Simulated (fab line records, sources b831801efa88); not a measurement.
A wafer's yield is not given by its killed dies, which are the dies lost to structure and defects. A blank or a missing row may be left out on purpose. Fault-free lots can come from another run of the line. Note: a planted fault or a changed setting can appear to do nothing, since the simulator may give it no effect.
Matching of chambers + flow gf180mcu + cmp-01 running GF_V1_CMP_26: 4 sister chambers
The step polishes, stops on SiO2, t overpolish 15 s, target thk 0 nm. 4 wafers are shown with their chamber, then 9 later ones without.

EACH WAFER AND ITS CHAMBER
| wafer  | chamber | motorCurrentA (A) |
|--------|---------|-------------------|
| L655.1 | 3       | 9.7               |
| L655.3 | 0       | 12.4              |
| L658.5 | 2       | 10.6              |
| L658.6 | 1       | 12.4              |

WAFERS WITH NO CHAMBER GIVEN
| wafer  | motorCurrentA (A) |
|--------|-------------------|
| L659.3 | 11.4              |
| L659.5 | 12.4              |
| L659.6 | 11.4              |
| L660.1 | 9.9               |
| L660.2 | 10.9              |
| L660.5 | 11.2              |
| L666.4 | 12.9              |
| L666.5 | 12.7              |
| L666.6 | 11.9              |

CHAMBER TAKEN BY EACH
| wafer  | from the rows above               | in truth |
|--------|-----------------------------------|----------|
| L659.3 | can't be placed: 2 or 0 or 1 or 3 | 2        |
| L659.5 | can't be placed: 0 or 1           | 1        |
| L659.6 | can't be placed: 2 or 0 or 1 or 3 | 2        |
| L660.1 | can't be placed: 3 or 2           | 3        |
| L660.2 | can't be placed: 2 or 3           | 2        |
| L660.5 | can't be placed: 2 or 0 or 1 or 3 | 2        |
| L666.4 | can't be placed: 0 or 1           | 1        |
| L666.5 | can't be placed: 0 or 1           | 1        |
| L666.6 | can't be placed: 0 or 1 or 2      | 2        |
Correctly placed: 0 of 9. These rows do not allow placing 9 (true chamber among the candidates in 9). Wrongly placed: 0.
How it was worked out, from the rows above alone: a wafer's distance from a chamber is the root of the sum, over the readings, of the square of ((its reading less the chamber's mean) divided by the reading's scatter). The wafer belongs to the nearest chamber; if the next one is less than 2 further off, it can't be placed. Each chamber's mean is taken over the wafers shown for it. The scatter: root of mean squared gap, hidden wafer to nearest shown wafer, with one shown wafer a chamber.
